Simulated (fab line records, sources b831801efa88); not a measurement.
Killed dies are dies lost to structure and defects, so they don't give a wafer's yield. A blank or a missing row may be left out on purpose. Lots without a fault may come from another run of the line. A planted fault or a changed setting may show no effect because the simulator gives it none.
A struck lot beside a sound one | flow gf180mcu | 19 steps out of a route of 602
Sound: wafers L109.2, L109.4, L109.5. Struck: wafer L117.4. (L117.6 of the same lot was not struck and is left out.) The cause comes at the end.
At each step with rows: each side's tool, then ch and its chambers, then its first start. Under that, the readings that differ: sound wafers | struck wafers | difference of the means | sigmas: that difference in standard deviations of wafers without a fault.
alike: readings whose means differ by less than 2 such deviations, and words and numbers that are the same on both sides. not compared: withheld readings, readings that some wafer has no value for, bounds like >300 that may hide the same value, and numbers for which the record gives no deviation and whose values overlap.
The two part at a step that has a row with sigmas, a row that says differs or no value, or rows on one side only. Numbers that don't overlap but have no deviation are shown without sigmas and don't part them. A reading that every wafer of one side lacks parts them only if that side has two wafers or more.

GF_M2_STRIP_17: strips in O2/N2.
  sound on plasma_asher-04 ch 0, day 20 13:38; struck on plasma_asher-02 ch 0, day 23 05:01
  alike: drypump_motor_current_A, heater_power_w, oes_product_au, strip_time_to_endpoint_s
  not compared: rf_hours_counter_h
then, 3 steps without rows for these wafers: GF_M2_STRIP_18 (strips in post etch residue remover, time 1200 s); GF_M2_CLEAN_19 (cleans in DIW); GF_V2_CVD_00 (deposits SiO2, target thk 600 nm, time 100 s).
GF_V2_THK_MEAS_01:
  sound on film_metro-03, day 20 14:15; struck on film_metro-02, day 23 05:37
  alike: V2_CVD_00_THK
GF_V2_CVD_02: deposits SiO2 from TEOS, target thk 850 nm, time 94.851 s.
  sound on pecvd-04 ch 0,1,2, day 20 14:18; struck on pecvd-04 ch 1, day 23 05:41
  alike: heater_power_w
GF_V2_THK_MEAS_03:
  sound on film_metro-02, day 20 14:23; struck on film_metro-04, day 23 05:45
  alike: V2_CVD_02_THK
GF_V2_CMP_04: polishes SiO2.
  sound on cmp-02 ch 0,1, day 20 14:26; struck on cmp-01 ch 1, day 23 05:53
  alike: motor_current_A, time_to_endpoint_s
GF_V2_BOW_MEAS_05:
  sound on film_metro-04, day 20 14:45; struck on film_metro-04, day 23 06:08
  alike: V2_BOW
then, 3 steps without rows for these wafers: GF_V2_DEHYDRATE_06 (time 60 s); GF_V2_HMDS_07 (prime time 60 s); GF_V2_COAT_08.
GF_V2_COAT_09: resist thk 1000 nm.
  sound on litho_track-03 ch 0, day 21 02:00; struck on litho_track-03 ch 0, day 23 16:00
  reading                             | sound          | struck | difference | sigmas
  model.KrF_of_V2_COAT_09.thk_nm (nm) | 1001 1001 1002 | 992.9  | -8.4       |
then, 3 steps without rows for these wafers: GF_V2_SOFTBAKE_10 (time 60 s); GF_V2_EXPOSE_11 (exposes mask Via2, target cd 260 nm); GF_V2_PEB_12 (peb time 90 s).
GF_V2_DEVELOP_13: develop time 60 s.
  sound on litho_track-03 ch 0, day 21 13:36; struck on litho_track-01 ch 0, day 24 03:40
  reading                             | sound             | struck | difference | sigmas
  model.KrF_of_V2_COAT_09.thk_nm (nm) | 986.2 985.7 986.9 | 977.9  | -8.4       |
GF_V2_CD_MEAS_14: target cd 260 nm.
  sound on cd_sem-02, day 21 13:44; struck on cd_sem-01, day 24 03:49
  alike: cd_nm
then, 1 step without rows for these wafers: GF_PASSIVATION_PROBE_99.

WHERE THEY PART
Nowhere in this record.

WHY: what the simulator had put in
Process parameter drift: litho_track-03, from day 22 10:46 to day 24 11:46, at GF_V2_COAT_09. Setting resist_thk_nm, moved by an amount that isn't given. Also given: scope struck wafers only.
